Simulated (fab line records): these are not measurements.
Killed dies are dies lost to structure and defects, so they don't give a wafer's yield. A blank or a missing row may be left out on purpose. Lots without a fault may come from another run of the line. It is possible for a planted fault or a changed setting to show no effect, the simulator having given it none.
What tool caused it?	flow gf180mcu	Sampling: 13 lots, 39 wafers, 5 of 602 route steps

== WHAT THE GAUGES READ, wafer by wafer ==
GF_VT_IMPLANT_TW_MEAS_32.
lot	measured	on	VT_IMPLANT_3_TW
L210	day 7 01:00	film metro-04	264 264 264
L211	day 7 05:05	film metro-03	272 274 271
L214	day 8 00:54	film metro-03	271 274 274
L216	day 8 13:34	film metro-03	273 272 272
L217	day 8 20:34	film metro-04	264 264 264
L218	day 9 04:17	film metro-04	264 264 265
L219	day 9 07:01	film metro-02	273 272 272
L221	day 10 01:53	film metro-03	270 270 269
L225	day 11 03:21	film metro-02	270 268 267
L228	day 11 19:08	film metro-03	271 272 271
L229	day 12 00:26	film metro-03	270 273 271
L230	day 12 06:10	film metro-03	271 271 271
L233	day 13 02:56	film metro-02	270 270 270

GF_HV_LDD_TW_MEAS_11.
lot	measured	on	HV_LDD_TW
L210	day 10 05:00	film metro-01	2429 2416 2422
L211	day 10 10:28	film metro-02	2417 2435 2435
L214	day 11 07:31	film metro-02	2408 2404 2409
L216	day 11 22:01	film metro-02	2212 2218 2223 2214 2217 2210
L217	day 12 05:59	film metro-03	2239 2244 2245 2240 2245 2241
L218	day 12 12:50	film metro-01	2409 2394 2391
L219	day 12 16:06	film metro-02	2221 2223 2212 2223 2208 2215
L221	day 13 15:17	film metro-02	2437 2428 2422
L225	day 15 00:41	film metro-02	2405 2403 2408
L228	day 15 15:18	film metro-02	2406 2412 2394
L229	day 15 21:04	film metro-02	2398 2398 2406
L230	day 16 03:06	film metro-03	2453 2449 2443
L233	day 17 04:01	film metro-03	2436 2454 2435

GF_HV_LDD_THK_MEAS_57.
lot	measured	on	HV_LDD_CVD_56_THK (nm)
L210	day 12 16:25	film metro-02	90.0 89.5 89.9
L211	day 12 22:01	film metro-02	90.2 90.1 90.0
L214	day 13 22:13	film metro-03	90.2 90.0 91.0
L216	day 14 13:28	film metro-02	90.9 91.0 90.5
L217	day 14 21:42	film metro-01	90.0 89.6 89.7
L218	day 15 05:49	film metro-01	91.4 91.0 91.0
L219	day 15 10:56	film metro-03	89.4 90.0 90.2
L221	day 16 09:49	film metro-03	90.2 90.5 90.4
L225	day 17 22:34	film metro-01	91.0 91.0 91.1
L228	day 18 13:35	film metro-02	91.9 91.8 91.9
L229	day 18 19:54	film metro-02	89.6 89.9 90.2
L230	day 19 04:16	film metro-03	89.1 88.7 88.1
L233	day 20 08:38	film metro-01	89.2 89.0 88.3

== TOOL THAT RAN EACH LOT (tool first, then ch and the chambers of the sampled wafers, then the start) ==
lot	GF_STI_CMP_25	GF_HV_LDD_IMPLANT_09
L210	cmp-01 ch 0,2, day 2 04:22	implanter-03 ch 0, day 10 04:47
L211	cmp-02 ch 0,1,2, day 2 11:17	implanter-02 ch 0, day 10 10:16
L214	cmp-02 ch 1,2,3, day 3 00:40	implanter-02 ch 0, day 11 07:18
L216	cmp-01 ch 1,2,3, day 3 11:04	implanter-02 ch 0, day 11 21:46
L217	cmp-01 ch 1,3, day 3 16:46	implanter-02 ch 0, day 12 05:46
L218	cmp-01 ch 0,1,2, day 3 21:15	implanter-01 ch 0, day 12 12:35
L219	cmp-02 ch 1,2,3, day 4 02:06	implanter-02 ch 0, day 12 15:51
L221	cmp-01 ch 0,3, day 4 14:58	implanter-01 ch 0, day 13 15:04
L225	cmp-01 ch 0,3, day 5 11:48	implanter-03 ch 0, day 15 00:28
L228	cmp-02 ch 0,1,2, day 5 23:24	implanter-01 ch 0, day 15 15:04
L229	cmp-01 ch 0,1,2, day 6 05:23	implanter-02 ch 0, day 15 20:49
L230	cmp-01 ch 1,3, day 6 09:43	implanter-02 ch 0, day 16 02:52
L233	cmp-01 ch 0,3, day 7 02:02	implanter-02 ch 0, day 17 03:48
- GF_STI_CMP_25: polishes, stops on Si3N4, t overpolish 33 s, target thk 524.6 nm.
- GF_HV_LDD_IMPLANT_09

== WHAT THE TOOLS THEMSELVES READ (means of the sampled wafers that have a number; where no wafer has one, the mark that the record gives instead) ==
GF_STI_CMP_25.
lot	tool	head pressure psi (psi)	motor current A (A)	overpolish run s (s)	time to endpoint s (s)
L210	cmp-01	4.002	12.4	33.005	131
L211	cmp-02	3.994	13.8	33.005	130
L214	cmp-02	4.002	13.7	32.998	126
L216	cmp-01	4.001	11.7	32.999	127
L217	cmp-01	3.993	10.9	33.001	130
L218	cmp-01	3.998	12.0	33.001	128
L219	cmp-02	3.998	13.9	33.001	126
L221	cmp-01	4.001	12.2	32.992	124
L225	cmp-01	4.002	11.1	33.001	126
L228	cmp-02	4.000	13.4	33.003	134
L229	cmp-01	3.995	12.0	32.999	130
L230	cmp-01	3.999	11.1	33.006	135
L233	cmp-01	3.995	12.0	32.999	124

GF_HV_LDD_IMPLANT_09.
lot	tool	dose ions cm2	faraday current uA	tilt deg (degrees)
L210	implanter-03	1e+14	562	6.990
L211	implanter-02	1e+14	567	7.008
L214	implanter-02	1e+14	566	6.999
L216	implanter-02	7e+13	411	7.010
L217	implanter-02	7e+13	406	6.987
L218	implanter-01	1e+14	568	7.005
L219	implanter-02	7e+13	403	7.016
L221	implanter-01	1e+14	561	7.017
L225	implanter-03	1e+14	559	6.982
L228	implanter-01	1e+14	570	6.988
L229	implanter-02	1e+14	566	6.993
L230	implanter-02	1e+14	561	6.994
L233	implanter-02	1e+14	563	7.010

== THE ANSWER, worked out from the rows above alone ==
Rule: what is usual is taken from the lots themselves. Put in order of their means at a reading, lots are off if they are a third of the lots or fewer, leave a main group of 4 or more, and stand apart from it by a gap of 3 or more times the standard deviation of the main group's means; of several such gaps the widest counts. The tables above print the reading to a certain number of digits; a main group whose means all agree to those digits is not used. A lot without any number at a reading at which 4 lots or more have one is off too. Where the step has rows for the other lots, those lots are counted as sound. After the gauges, taken in route order, come the tools' own readings; for these a lot's mean is taken, as printed above. At the first step where some lot is off, the reading lying furthest off is the one used; lots without a number count as furthest.
Off: at GF_HV_LDD_TW_MEAS_11 (HV_LDD_TW), L216, L217, L219. Main group: mean 2419, sd 17.
If a tool, at a process step before that reading, ran all the lots that are off and no sound lot after the first of them, it fits. Not tried: the gauges at GF_HV_LDD_TW_MEAS_11; whatever is off there is also off at GF_HV_LDD_IMPLANT_09, on other tools, and gauge error can't account for it. No candidate that was tried fits.

== WHAT HAD BEEN PUT IN BY THE SIMULATOR ==
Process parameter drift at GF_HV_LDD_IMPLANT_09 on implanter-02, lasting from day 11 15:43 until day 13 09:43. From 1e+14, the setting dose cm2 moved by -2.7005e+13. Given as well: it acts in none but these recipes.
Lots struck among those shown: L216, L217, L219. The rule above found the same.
